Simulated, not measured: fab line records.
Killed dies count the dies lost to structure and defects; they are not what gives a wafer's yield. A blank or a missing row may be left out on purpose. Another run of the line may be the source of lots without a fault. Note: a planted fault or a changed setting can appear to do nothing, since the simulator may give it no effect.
fab line records	flow sky130
record lots=6	wafers=18	last_day=49
route steps=708 shown LOCAL_INTERCONNECT@396 CONTACT@406 PAD_OPEN@708
lots untouched by any fault: they come from a run of this same line in which no faults occurred
start_h: hours from the record's opening day to when the first of the lot's shown wafers began	wait_h: hours from the lot's prior step to this one	" unchanged from the row above	L1.1+2: a single row standing in for several wafers	- no value present, or no start provided	* or withheld: withheld	< > ~ a bound
route shown NAME@n: a module of which the file shows steps, and the number in the route of the first	usual: average and standard deviation across the fault-free wafers	same: alike in all rows	chamber/n: place in a boat	sites: the reading at each site	_std_site: standard deviation of those values	_edge_site: outer sites' mean less inner sites'	radius_mm: for every site, how far away it sits from the centre of the wafer	mask NAME#n: copy n	behind: the last tool/chamber to shape the wafer	hold: what put the lot on hold/how long, in hours/how the hold closed	device: which transistor (n, p or np) failed to switch	end of line: tests run on the same wafers once the route is complete	a step with no rows: only its recipe	killed: the dies lost at the first sort to structure and to defects; this is not the yield of the wafer	map: shows each die of a wafer: x if killed, . if not, _ if none is there
set.NAME: the setting the step ran with; set.NAME@STEP: the setting that earlier step ran with	model.NAME: the simulator's own value behind a step, which no gauge read
lots at selected steps of the route; one table per step, one row per wafer
services: a tool's chamber out of use, with start hour (start_h, from the record's first day; less than 0 if before it), hours out, and reason
## steps
# step SKY_LOCAL_INTERCONNECT_PEB_09
# recipe peb_temp_c=withheld	peb_time_s=withheld	resist=KrF-thick
# step SKY_LOCAL_INTERCONNECT_DEVELOP_10
# recipe develop_time_s=60	resist=KrF-thick	dev_temp_c=21
# step SKY_LOCAL_INTERCONNECT_CD_MEAS_11
# recipe target_cd_nm=170
# usual cd_nm=169.8/1.7
lot.wafer	tool	chamber	start_h	wait_h	cd_nm
L207.1	cd_sem-01	-	703.37	-	169.8
L207.3	"	-	"	"	169.7
L207.5	"	-	"	"	171.1
L209.1	cd_sem-02	-	723.23	-	168.5
L209.2	"	-	"	"	166.7
L209.5	"	-	"	"	168.7
L219.1	cd_sem-02	-	818.24	-	168.5
L219.3	"	-	"	"	170.4
L219.4	"	-	"	"	168.8
L222.1	cd_sem-02	-	827.71	-	170.6
L222.2	"	-	"	"	171.3
L222.3	"	-	"	"	172.2
L225.1	cd_sem-01	-	844.52	-	167.3
L225.4	"	-	"	"	167.0
L225.6	"	-	"	"	167.8
L226.3	cd_sem-01	-	851.71	-	171.3
L226.5	"	-	"	"	170.7
L226.6	"	-	"	"	170.2
# step SKY_LOCAL_INTERCONNECT_OVL_MEAS_12
# usual LOCAL_INTERCONNECT_OVL=2/5.2
lot.wafer	tool	chamber	start_h	wait_h	LOCAL_INTERCONNECT_OVL[nm]
L207.1	overlay-02	-	703.49	0.1	-5
L207.3	"	-	"	"	-6
L207.5	"	-	"	"	-2
L209.1	overlay-02	-	723.35	0.1	1
L209.2	"	-	"	"	2
L209.5	"	-	"	"	-3
L219.1	overlay-01	-	818.36	0.1	5
L219.3	"	-	"	"	5
L219.4	"	-	"	"	7
L222.1	overlay-01	-	827.83	0.1	0
L222.2	"	-	"	"	-5
L222.3	"	-	"	"	-2
L225.1	overlay-01	-	844.64	0.1	1
L225.4	"	-	"	"	0
L225.6	"	-	"	"	4
L226.3	overlay-01	-	851.80	0.1	4
L226.5	"	-	"	"	1
L226.6	"	-	"	"	-4
# step SKY_LOCAL_INTERCONNECT_ETCH_13
# recipe chemistry=N2/H2	target=BARC	ion_energy_ev=200	bias_w=100	pressure_mtorr=30	n2_flow_sccm=100	h2_flow_sccm=200	icp_w=500	stop_on=SiO2	time_s=45.9	target_depth_a=600
# usual bias_w=99.98/0.29	drypump_motor_current_A=6.0/0.49	oes_product_au=0.854/0.0045	throttle_valve_pct=13.224/0.0085
lot.wafer	tool	chamber	start_h	wait_h	bias_w	drypump_motor_current_A	oes_product_au	rf_hours_counter_h	throttle_valve_pct
L207.1	rie_metal-01	0	703.52	0.0	100.05	6.2	0.858	8.1	13.234
L207.3	"	1	"	"	99.91	6.4	0.853	-	13.222
L207.5	"	0	"	"	100.00	6.2	0.856	-	13.221
L209.1	rie_metal-01	1	723.39	0.0	100.20	6.4	0.856	5.0	13.224
L209.2	"	0	"	"	99.75	6.2	0.851	8.6	13.229
L209.5	"	0	"	"	99.55	6.2	0.857	-	13.221
L219.1	rie_metal-04	1	818.39	0.0	100.15	5.1	0.860	2.0	13.232
L219.3	"	0	"	"	100.19	5.7	0.851	-	13.248
L219.4	"	1	"	"	99.67	5.1	0.853	-	13.230
L222.1	rie_metal-01	1	827.86	0.0	100.24	6.4	0.855	8.4	13.218
L222.2	"	0	"	"	99.84	6.2	0.854	12.0	13.230
L222.3	"	0	"	"	99.82	6.2	0.855	-	13.233
L225.1	rie_metal-03	0	844.67	0.0	99.63	6.5	0.852	9.1	13.208
L225.4	"	0	"	"	99.85	6.5	0.848	-	13.224
L225.6	"	1	"	"	100.09	5.4	0.854	-	13.225
L226.3	rie_metal-01	0	851.85	0.0	100.29	6.2	0.853	-	13.222
L226.5	"	0	"	"	100.14	6.2	0.852	-	13.219
L226.6	"	1	"	"	99.93	6.5	0.854	-	13.226
# step SKY_LOCAL_INTERCONNECT_METAL_ETCH_14
# recipe target_depth_nm=110	stop_on=PSG	chemistry=Cl2/BCl3	target=TiN	resist_sidewall_deg=88	pressure_mtorr=10	icp_w=900	bias_w=48.5	Cl2_flow_sccm=60	bcl3_flow_sccm=30	time_s=31.4
# usual bcl3_flow_sccm=29.99/0.085	bias_w=48.51/0.13	drypump_motor_current_A=6.0/0.49	oes_product_au=0.941/0.0075	throttle_valve_pct=21.902/0.0098
lot.wafer	tool	chamber	start_h	wait_h	bcl3_flow_sccm	bias_w	drypump_motor_current_A	oes_product_au	rf_hours_counter_h	throttle_valve_pct
L207.1	rie_metal-01	0	703.59	0.0	29.88	48.60	6.2	0.937	8.1	21.915
L207.3	"	1	"	"	30.06	48.36	6.4	0.932	-	21.903
L207.5	"	0	"	"	30.03	48.43	6.2	0.937	-	21.906
L209.1	rie_metal-01	1	723.45	0.0	29.97	48.37	6.4	0.943	5.1	21.909
L209.2	"	0	"	"	30.05	48.58	6.2	0.946	8.7	21.894
L209.5	"	0	"	"	30.06	48.73	6.2	0.941	-	21.901
L219.1	rie_metal-04	1	818.45	0.0	30.01	48.51	5.1	0.932	2.0	21.910
L219.3	"	0	"	"	30.10	48.35	5.7	0.946	-	21.897
L219.4	"	1	"	"	30.00	48.47	5.1	0.949	-	21.883
L222.1	rie_metal-01	1	827.92	0.0	30.08	48.40	6.4	0.941	8.5	21.888
L222.2	"	0	"	"	29.84	48.64	6.2	0.936	12.1	21.894
L222.3	"	0	"	"	30.01	48.48	6.2	0.937	-	21.900
L225.1	rie_metal-03	0	844.74	0.0	29.91	48.81	6.5	0.937	9.2	21.890
L225.4	"	0	"	"	29.91	48.73	6.5	0.942	-	21.893
L225.6	"	1	"	"	29.97	48.41	5.4	0.943	-	21.916
L226.3	rie_metal-01	0	851.91	0.0	29.83	48.51	6.2	0.937	-	21.911
L226.5	"	0	"	"	30.12	48.62	6.2	0.930	-	21.907
L226.6	"	1	"	"	29.97	48.65	6.4	0.944	-	21.910
# step SKY_LOCAL_INTERCONNECT_STRIP_15
# recipe chemistry=O2/N2	power_w=1400	pressure_mtorr=1500	platen_temp_c=withheld	o2_flow_sccm=3000	n2_flow_sccm=300	overash_fraction=0.5
# usual drypump_motor_current_A=5.8/0.42	oes_product_au=0.427/0.0043	strip_time_to_endpoint_s=4.725/0.022
lot.wafer	tool	chamber	start_h	wait_h	drypump_motor_current_A	oes_product_au	rf_hours_counter_h	strip_time_to_endpoint_s
L207.1	plasma_asher-01	0	703.64	0.0	6.2	0.426	62	4.751
L207.3	"	1	"	"	5.1	0.429	-	4.751
L207.5	"	1	"	"	5.1	0.431	-	4.757
L209.1	plasma_asher-01	1	723.51	0.0	5.1	0.427	64	4.749
L209.2	"	0	"	"	6.1	0.431	64	4.725
L209.5	"	0	"	"	6.2	0.424	-	4.726
L219.1	plasma_asher-04	1	818.51	0.0	6.2	0.430	30	4.701
L219.3	"	1	"	"	6.2	0.426	-	4.712
L219.4	"	0	"	"	6.0	0.431	-	4.717
L222.1	plasma_asher-04	1	827.98	0.0	6.2	0.423	31	4.731
L222.2	"	0	"	"	6.0	0.431	31	4.739
L222.3	"	0	"	"	6.0	0.429	-	4.723
L225.1	plasma_asher-01	0	844.79	0.0	6.1	0.437	76	4.700
L225.4	"	1	"	"	5.1	0.428	-	4.675
L225.6	"	1	"	"	5.1	0.422	-	4.705
L226.3	plasma_asher-02	0	851.97	0.1	5.5	0.428	-	4.721
L226.5	"	0	"	"	5.5	0.430	-	4.746
L226.6	"	1	"	"	6.2	0.425	-	4.748
# step SKY_LOCAL_INTERCONNECT_STRIP_16
# recipe chemistry=post_etch_residue_remover	time_s=1200	temp_c=72.5
# step SKY_LOCAL_INTERCONNECT_CLEAN_17
# recipe chemistry=IPA	time_s=180	temp_c=25
# step SKY_LOCAL_INTERCONNECT_CLEAN_18
# recipe chemistry=O3/DIW	dry=n2_spin
# step SKY_CONTACT_CVD_00
# recipe material=Si3N4	target_thk_nm=75	temp_c=400	time_s=withheld	rf_w=450
# usual heater_power_w=708/110
lot.wafer	tool	chamber	start_h	wait_h	heater_power_w
L207.1	pecvd-02	0	704.24	0.0	787
L207.3	"	1	"	"	750
L207.5	"	2	"	"	621
L209.1	pecvd-04	0	724.16	0.0	782
L209.2	"	1	"	"	737
L209.5	"	2	"	"	705
L219.1	pecvd-04	2	819.10	0.0	691
L219.3	"	0	"	"	853
L219.4	"	0	"	"	883
L222.1	pecvd-02	0	828.57	0.0	808
L222.2	"	1	"	"	718
L222.3	"	2	"	"	610
L225.1	pecvd-04	2	845.43	0.0	765
L225.4	"	2	"	"	786
L225.6	"	0	"	"	819
L226.3	pecvd-04	0	852.62	0.0	814
L226.5	"	2	"	"	797
L226.6	"	1	"	"	799
# step SKY_CONTACT_THK_MEAS_01
# recipe reads=Si3N4_of_CONTACT_CVD_00
# usual CONTACT_CVD_00_THK=74.7/1
lot.wafer	tool	chamber	start_h	wait_h	CONTACT_CVD_00_THK[nm]
L207.1	film_metro-03	-	704.27	-	74.8
L207.3	"	-	"	"	74.4
L207.5	"	-	"	"	75.5
L209.1	film_metro-02	-	724.20	-	73.3
L209.2	"	-	"	"	74.1
L209.5	"	-	"	"	76.2
L219.1	film_metro-03	-	819.13	-	73.4
L219.3	"	-	"	"	73.4
L219.4	"	-	"	"	73.9
L222.1	film_metro-04	-	828.60	-	75.0
L222.2	"	-	"	"	74.1
L222.3	"	-	"	"	74.6
L225.1	film_metro-02	-	845.46	-	74.6
L225.4	"	-	"	"	75.8
L225.6	"	-	"	"	75.7
L226.3	film_metro-03	-	852.67	-	73.7
L226.5	"	-	"	"	73.7
L226.6	"	-	"	"	74.9
# step SKY_CONTACT_HDPCVD_02
# recipe material=SiO2	target_thk_nm=565	sigma_open_frac=0.3	time_s=94.2	temp_c=600	sih4_flow_sccm=60	pressure_mtorr=6
# usual sih4_flow_sccm=60.00/0.17
lot.wafer	tool	chamber	start_h	wait_h	sih4_flow_sccm	model.SiO2_of_CONTACT_HDPCVD_02.thk_nm
L207.1	hdpcvd-02	0	704.33	0.1	59.93	555.9
L207.3	"	2	"	"	60.38	561
L207.5	"	1	"	"	59.98	555.3
L209.1	hdpcvd-01	1	724.26	0.1	59.88	569.4
L209.2	"	0	"	"	60.08	551
L209.5	"	1	"	"	60.15	573.1
L219.1	hdpcvd-02	1	819.19	0.1	60.10	559.1
L219.3	"	0	"	"	72.10	680.1
L219.4	"	0	"	"	72.15	673.7
L222.1	hdpcvd-01	0	828.66	0.1	60.04	560.3
L222.2	"	1	"	"	60.01	555.5
L222.3	"	2	"	"	59.70	563.2
L225.1	hdpcvd-02	2	845.52	0.1	59.62	553.4
L225.4	"	0	"	"	71.66	670.8
L225.6	"	1	"	"	60.13	562.4
L226.3	hdpcvd-01	0	852.78	0.1	60.00	561.9
L226.5	"	0	"	"	60.08	556.3
L226.6	"	0	"	"	60.38	559.3
# step SKY_CONTACT_THK_MEAS_03
# recipe reads=SiO2_of_CONTACT_HDPCVD_02
# usual CONTACT_HDPCVD_THK=561/5.9
lot.wafer	tool	chamber	start_h	wait_h	hold	CONTACT_HDPCVD_THK[nm]
L207.1	film_metro-04	-	704.40	0.0	-	556
L207.3	"	-	"	"	-	561
L207.5	"	-	"	"	-	555
L209.1	film_metro-02	-	724.32	0.0	-	570
L209.2	"	-	"	"	-	550
L209.5	"	-	"	"	-	573
L219.1	film_metro-03	-	819.26	0.0	await_dispo/0.2h/release	559
L219.3	"	-	"	"	await_dispo/0.2h/release	680
L219.4	"	-	"	"	await_dispo/0.2h/release	674
L219.1	film_metro-03	-	819.56	0.3	-	559
L219.3	"	-	"	"	-	680
L219.4	"	-	"	"	-	674
L222.1	film_metro-02	-	828.73	0.0	-	560
L222.2	"	-	"	"	-	556
L222.3	"	-	"	"	-	563
L225.1	film_metro-04	-	845.59	0.0	await_dispo/0.2h/release	553
L225.4	"	-	"	"	await_dispo/0.2h/release	671
L225.6	"	-	"	"	await_dispo/0.2h/release	562
L225.1	film_metro-04	-	845.81	0.2	-	553
L225.4	"	-	"	"	-	671
L225.6	"	-	"	"	-	562
L226.3	film_metro-02	-	852.94	0.1	-	562
L226.5	"	-	"	"	-	557
L226.6	"	-	"	"	-	559
# step SKY_CONTACT_CMP_04
# recipe material=SiO2	down_force_psi=4	platen_rpm=60	pad_velocity_m_s=0.94248
# usual motor_current_A=12.0/1.2	time_to_endpoint_s=83/4.5
lot.wafer	tool	chamber	start_h	wait_h	hold	motor_current_A	time_to_endpoint_s
L207.3	cmp-02	0	704.51	0.1	-	13.2	80
L207.1	"	2	"	"	-	11.1	81
L207.5	"	0	"	"	-	13.7	79
L209.2	cmp-01	2	724.43	0.1	-	12.7	76
L209.1	"	3	"	"	-	11.5	86
L209.5	"	2	"	"	-	12.1	85
L219.4	cmp-01	2	821.02	1.4	await_dispo/1.4h/release	12.1	121
L219.1	"	3	"	"	await_dispo/1.4h/release	11.8	81
L219.3	"	1	"	"	await_dispo/1.4h/release	12.9	125
L222.3	cmp-01	0	828.84	0.1	-	11.0	87
L222.2	"	1	"	"	-	12.3	80
L222.1	"	2	"	"	-	12.7	78
L225.4	cmp-02	2	847.43	1.6	await_dispo/1.5h/release	10.9	117
L225.1	"	3	"	"	await_dispo/1.5h/release	13.4	78
L225.6	"	0	"	"	await_dispo/1.5h/release	14.1	75
L226.3	cmp-02	1	853.08	0.1	-	10.8	82
L226.5	"	3	"	"	-	13.7	82
L226.6	"	0	"	"	-	13.5	76
# step SKY_CONTACT_BOW_MEAS_05
# recipe mode=bow
# usual CONTACT_BOW=82/6.8
lot.wafer	tool	chamber	start_h	wait_h	CONTACT_BOW[um]
L207.1	film_metro-02	-	704.76	0.1	89
L207.3	"	-	"	"	78
L207.5	"	-	"	"	85
L209.1	film_metro-04	-	724.68	0.1	73
L209.2	"	-	"	"	71
L209.5	"	-	"	"	70
L219.1	film_metro-03	-	821.32	0.2	89
L219.3	"	-	"	"	91
L219.4	"	-	"	"	77
L222.1	film_metro-02	-	829.09	0.1	83
L222.2	"	-	"	"	80
L222.3	"	-	"	"	82
L225.1	film_metro-04	-	847.63	0.1	86
L225.4	"	-	"	"	78
L225.6	"	-	"	"	75
L226.3	film_metro-03	-	853.32	0.2	85
L226.5	"	-	"	"	86
L226.6	"	-	"	"	75
# step SKY_PAD_OPEN_PROBE_99
# usual killed_at_M0_to_M3=43/6.5	killed_at_M4_up=3/1.7	killed_at_contacts=25/5.1	killed_at_front_end=15/3.8	killed_at_other=0.2/0.45	killed_dies=86/8.8	killed_open=47/6.7	killed_short=39/6
# same gross_dies=492	killed_at_back_side=0
lot.wafer	tool	chamber	start_h	wait_h	killed_at_M0_to_M3	killed_at_M4_up	killed_at_contacts	killed_at_front_end	killed_at_other	killed_dies	killed_open	killed_short
L207.1	prober-02	-	1074.43	0.1	48	3	31	19	0	101	47	54
L207.3	prober-02	-	1074.53	0.2	31	2	24	15	0	72	35	37
L207.5	prober-02	-	1074.63	0.2	32	1	21	17	0	71	35	36
L209.1	prober-02	-	1088.36	0.1	50	3	18	11	0	82	40	42
L209.2	prober-02	-	1088.41	0.1	50	2	20	12	1	85	44	41
L209.5	prober-02	-	1088.56	0.2	47	2	22	14	0	85	47	38
L225.1	prober-01	-	1177.07	0.1	37	2	19	20	1	79	41	38
L225.4	prober-01	-	1177.22	0.2	42	3	19	10	0	74	39	35
L225.6	prober-01	-	1177.32	0.2	44	3	24	17	1	89	48	41
L226.3	prober-01	-	1184.58	0.2	49	0	36	17	0	102	56	46
L226.5	prober-01	-	1184.68	0.2	40	2	31	13	0	86	48	38
L226.6	prober-01	-	1184.73	0.2	37	4	22	15	0	78	38	40
# killed by level:class
L207.1 LI_CONTACT:geometric_particle:open=9 CONTACT:geometric_particle:open=8 VIA1:geometric_particle:open=8 VIA2:geometric_particle:open=8 VIA1:geometric_particle:short=7 METAL2:geometric_particle:short=7 METAL1:geometric_particle:short=6 CONTACT:geometric_particle:short=6
L207.3 CONTACT:geometric_particle:open=8 METAL1:geometric_particle:short=8 LI_CONTACT:geometric_particle:open=7 CONTACT:geometric_particle:short=5 VIA1:geometric_particle:open=5 FIELD_ISO:geometric_particle:short=4 POLY_GATE:geometric_particle:short=4 VIA1:geometric_particle:short=3
L207.5 VIA2:geometric_particle:open=10 POLY_GATE:geometric_particle:short=7 CONTACT:geometric_particle:open=7 FIELD_ISO:geometric_particle:short=6 LI_CONTACT:geometric_particle:open=6 METAL2:geometric_particle:short=5 VIA1:geometric_particle:open=5 LOCAL_INTERCONNECT:geometric_particle:short=4
L209.1 METAL1:geometric_particle:short=11 VIA3:geometric_particle:open=10 CONTACT:geometric_particle:open=7 LI_CONTACT:geometric_particle:open=5 VIA1:geometric_particle:open=5 VIA1:geometric_particle:short=5 METAL2:geometric_particle:short=5 FIELD_ISO:geometric_particle:short=4
L209.2 VIA1:geometric_particle:open=10 VIA3:geometric_particle:open=10 LI_CONTACT:geometric_particle:open=7 CONTACT:geometric_particle:open=7 VIA3:geometric_particle:short=7 METAL1:geometric_particle:short=5 VIA2:geometric_particle:open=4 LOCAL_INTERCONNECT:geometric_particle:short=4
L209.5 VIA1:geometric_particle:open=13 CONTACT:geometric_particle:open=11 VIA3:geometric_particle:open=11 FIELD_ISO:geometric_particle:short=5 METAL2:geometric_particle:short=5 VIA1:geometric_particle:short=4 METAL3:geometric_particle:short=4 FIELD_ISO:geometric_particle:open=3
L225.1 CONTACT:geometric_particle:open=9 VIA3:geometric_particle:open=7 POLY_GATE:geometric_particle:open=7 VIA1:geometric_particle:open=5 METAL2:geometric_particle:short=4 VIA1:geometric_particle:short=4 VIA2:geometric_particle:short=4 VIA3:geometric_particle:short=4
L225.4 VIA1:geometric_particle:open=10 CONTACT:geometric_particle:open=10 VIA3:geometric_particle:open=7 VIA1:geometric_particle:short=6 METAL2:geometric_particle:short=6 POLY_GATE:geometric_particle:short=5 VIA2:geometric_particle:open=4 METAL3:geometric_particle:short=4
L225.6 VIA1:geometric_particle:open=10 VIA2:geometric_particle:open=10 LI_CONTACT:geometric_particle:open=9 CONTACT:geometric_particle:open=9 POLY_GATE:geometric_particle:short=7 METAL2:geometric_particle:short=7 CONTACT:geometric_particle:short=4 VIA1:geometric_particle:short=4
L226.3 LI_CONTACT:geometric_particle:open=12 VIA3:geometric_particle:open=12 VIA1:geometric_particle:open=11 METAL1:geometric_particle:short=7 CONTACT:geometric_particle:short=7 CONTACT:geometric_particle:open=7 LOCAL_INTERCONNECT:geometric_particle:short=6 FIELD_ISO:geometric_particle:open=5
L226.5 CONTACT:geometric_particle:open=13 LI_CONTACT:geometric_particle:open=10 METAL2:geometric_particle:short=8 VIA1:geometric_particle:open=6 VIA2:geometric_particle:open=5 VIA3:geometric_particle:short=5 VIA3:geometric_particle:open=5 POLY_GATE:geometric_particle:short=4
L226.6 VIA1:geometric_particle:open=12 CONTACT:geometric_particle:open=8 METAL1:geometric_particle:short=8 FIELD_ISO:geometric_particle:short=6 LI_CONTACT:geometric_particle:open=5 LOCAL_INTERCONNECT:geometric_particle:short=5 VIA1:geometric_particle:short=5 FIELD_ISO:geometric_particle:open=3
## services
tool	chamber	start_h	hours	kind
pecvd-02	2	694.38	4.6	repair
hdpcvd-01	-	699.00	2.8	pm
pecvd-02	-	711.79	1.1	repair
pecvd-04	2	718.19	4.4	repair
pecvd-04	-	729.03	0.6	repair
rie_metal-03	-	741.77	2.8	pm
cmp-01	-	744.00	4.0	pm
pecvd-02	1	744.62	5.4	repair
cmp-02	-	757.73	29.8	repair
cmp-02	-	758.33	2.1	repair
cmp-02	-	761.70	1.3	repair
plasma_asher-04	-	772.60	4.2	repair
pecvd-04	-	782.90	1.3	repair
cmp-01	-	787.75	11.1	pm
rie_metal-01	0	792.72	1.0	repair
hdpcvd-02	0	794.24	6.1	repair
cmp-02	-	798.86	5.2	pm
plasma_asher-01	-	806.90	3.8	repair
hdpcvd-01	2	816.12	8.1	repair
rie_metal-01	1	818.78	4.2	repair
hdpcvd-02	1	826.56	9.7	repair
plasma_asher-01	-	827.13	2.8	pm
hdpcvd-01	1	842.77	21.3	repair
hdpcvd-01	2	849.69	4.6	repair
## key
first_sign step=SKY_CONTACT_HDPCVD_02	reading=sih4_flow_sccm	direction=up	sigmas=70	usual=60.00	struck=71.97
effect step=SKY_CONTACT_THK_MEAS_03	reading=visit	direction=added
effect step=SKY_CONTACT_THK_MEAS_03	reading=CONTACT_HDPCVD_THK	direction=up	sigmas=19	usual=561	struck=675
effect step=SKY_CONTACT_CMP_04	reading=time_to_endpoint_s	direction=up	sigmas=8.5	usual=*	struck=*
model_effect step=SKY_CONTACT_HDPCVD_02	value=SiO2_of_CONTACT_HDPCVD_02.thk_nm	without=561.9	struck=674.9
met_at SKY_CONTACT_HDPCVD_02
struck_wafers L219.3,L219.4,L225.4
tester_left_out L219,L225
onset_between 704.33 819.19
fault kind=process_parameter_drift	tool=hdpcvd-02	chamber=0	onset_h=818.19	steps=SKY_CONTACT_HDPCVD_02	channel=sih4_flow_sccm	offset=12	shape=step	end_h=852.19	acts_in=these_recipes_only	stated=60
# tester_left_out: of these lots the tester's yield and bins aren't shown, on N5 and GAA mostly nor the transistor test; their killed dies are dies lost to structure and defects alone, not to doping, threshold or leakage, so they don't give the yield
